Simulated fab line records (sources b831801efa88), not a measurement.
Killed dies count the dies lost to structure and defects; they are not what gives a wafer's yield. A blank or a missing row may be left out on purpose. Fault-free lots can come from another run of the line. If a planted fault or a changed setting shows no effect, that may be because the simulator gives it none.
Code-filled problem report in 8D (eight disciplines) form | flow sky130 | the parts of the form that need people (team, actions taken, sign-off) are left out

## 1. THE PROBLEM
Wafers without a fault read 23.01 C, standard deviation 0.1; developer-temp-C at SKY_SONOS_TUNNEL_DEVELOP_06 reads a mean of 20.70 C on 9 wafers belonging to 3 lots. That is -23 standard deviations from the usual mean.
The step: develop time 58.11 s.
Earliest sighting: wafer L580.1 on litho-track-03 at day 14 13:58. The record has a number at this step for 21 wafers belonging to 7 lots. By rule, "out" or "out of limits" means more than 4 standard deviations away from the usual mean. The other wafers with a number count as sound.

## 2. WHAT IT IS; WHAT IT IS NOT
question                    | is                     | is not
which readings at this step | developer-temp-C       | resist-line-temp-C
which lots                  | L579, L580, L581       | L571, L574, L587, L593
which wafers of those lots  | all that have a number | -
read on which tools         | litho-track-03         | litho-track-02, litho-track-04
when                        | from day 14 13:58      | up to then (6 sound wafers); but 6 sound wafers of L587, L593 came after

## 3. SUSPECTS, AND WHAT RULES EACH OUT
Counting: any tool at a process step up to the reading is kept as a suspect provided that every lot that is out went through it and no sound lot did after the first of them.
- litho-track-03 at SKY_SONOS_TUNNEL_DEVELOP_06 (develop time 58.11 s): kept. It ran every lot that is out, first L580 (day 14 13:58), and no sound lot after that; its last sound lot up to then is L574 (day 12 19:19). Its own developer-temp-C readings are out on those wafers.
Remaining after the count: litho-track-03 at SKY_SONOS_TUNNEL_DEVELOP_06.

## 4. THE CAUSE (what the simulator had put in)
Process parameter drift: litho-track-03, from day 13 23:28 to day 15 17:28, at SKY_SONOS_TUNNEL_DEVELOP_06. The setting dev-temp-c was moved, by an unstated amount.
This tool alone remained once counting was done.

## 5. THE EFFECT CHAIN, in route order
Each row: a reading where the mean over the struck wafers with a number is more than 3 standard deviations away from the usual. Scope: only readings with a usual standard deviation given in the record; hours: median across lots of the time from each lot's start at the first step in this table that gives one to its start at this step; sigmas: change in usual standard deviations.
hours | step                        | reading          | usual   | on struck wafers | change | sigmas
0     | SKY_SONOS_TUNNEL_DEVELOP_06 | developer-temp-C | 23.01 C | 20.70            | -2.31  | -23
Process steps it contains:
- SKY_SONOS_TUNNEL_DEVELOP_06: develop time 58.11 s.
Later steps that measure or inspect, where all struck wafers having a row at the step show a number for every such reading and not one has moved that far: SKY_SONOS_TUNNEL_CD_MEAS_07.

## 6. HOW IT WOULD HAVE BEEN CAUGHT EARLIER
The fault began at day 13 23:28; the first out-of-limits reading in this record came at day 14 13:58, 14 hours later.
